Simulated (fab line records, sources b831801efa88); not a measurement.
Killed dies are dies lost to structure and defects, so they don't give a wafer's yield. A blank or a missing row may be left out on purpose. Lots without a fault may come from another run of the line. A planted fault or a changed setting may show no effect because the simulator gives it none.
Problem report in the 8D (eight disciplines) form, filled by code | flow gf180mcu | the parts of the form that need people (team, actions taken, sign-off) are left out

1. THE PROBLEM
CONTACT_W_RS at GF_CONTACT_RS_MEAS_25 reads a mean of 0.622 ohm/sq on 6 wafers of 2 lots; wafers without a fault read 0.379 ohm/sq with a standard deviation of 0.007. That is +35 standard deviations from the usual mean.
The step: measures by four-point-probe.
First seen on wafer L930.2, day 22 08:36, on film_metro-02. The record holds 33 wafers of 11 lots with a number at this step. Rule for "out", or "out of limits": more than 4 standard deviations from the usual mean. The other wafers with a number count as sound.

2. WHAT IT IS AND WHAT IT IS NOT
question                    | is                           | is not
which readings at this step | CONTACT_W_RS                 | -
which lots                  | L930, L931                   | L913, L916, L920, L921, L922, L925, L927, L928, L929
which wafers of those lots  | all that have a number       | -
read on which gauges        | film_metro-01, film_metro-02 | film_metro-03
when                        | from day 22 08:36            | up to then (27 sound wafers)

3. SUSPECTS, AND WHAT RULES EACH OUT
Counting: a tool at a process step up to the reading stays a suspect if it ran every lot that is out and no sound lot after the first of them.
- the gauge at GF_CONTACT_RS_MEAS_25: ruled out. The wafers that are out were read on 2 gauges (film_metro-01, film_metro-02).
- cvd_w-02 at GF_CONTACT_CVD_24 (deposits W, target thk 300 nm, time 90.339 s): kept. It ran every lot that is out, first L930 (day 22 08:28), and no sound lot after that; its last sound lot up to then is L927 (day 21 20:16).
Left after counting: cvd_w-02 at GF_CONTACT_CVD_24.

4. THE CAUSE (what the simulator had put in)
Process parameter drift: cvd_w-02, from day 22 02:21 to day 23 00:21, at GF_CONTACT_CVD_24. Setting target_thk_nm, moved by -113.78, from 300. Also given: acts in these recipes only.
Counting left only this tool.

5. THE CHAIN OF EFFECTS, in route order
Each row: a reading whose mean over the struck wafers that have a number lies more than 3 standard deviations from the usual. Only readings for which the record gives a usual standard deviation are gone through. hours: the time from each lot's start at the first step in this table that gives one to its start at this step, as a median over the lots. sigmas: the change in usual standard deviations.
hours | step                   | reading            | usual        | on struck wafers | change | sigmas
0     | GF_CONTACT_RS_MEAS_25  | CONTACT_W_RS       | 0.379 ohm/sq | 0.622            | +0.243 | +35
2     | GF_CONTACT_THK_MEAS_26 | CONTACT_W_THK      | 307 nm       | 189              | -118   | -20
6     | GF_CONTACT_CMP_27      | time_to_endpoint_s | 74 s         | 45               | -29    | -7.3
The process steps in it:
- GF_CONTACT_CMP_27: polishes, stops on SiO2, t overpolish 15 s, target thk 0 nm.
Later measuring or inspecting steps at which every struck wafer that the step has a row for has a number for every such reading, and none has moved that far: GF_M1_THK_MEAS_06.

6. WHAT WOULD HAVE CAUGHT IT SOONER
In this record the first reading out of limits at a measuring or inspecting step was taken at day 22 08:36, 6 hours after the fault began at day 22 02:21.
Of the tool readings at GF_CONTACT_CVD_24 for which the record gives a usual standard deviation, none was out on any struck wafer, so an alarm limit of 4 standard deviations on them would not have fired.
Of the lots that are out (2), L931 began GF_CONTACT_CVD_24 on cvd_w-02 after day 22 08:36. A hold on the tool at that time would have spared it.
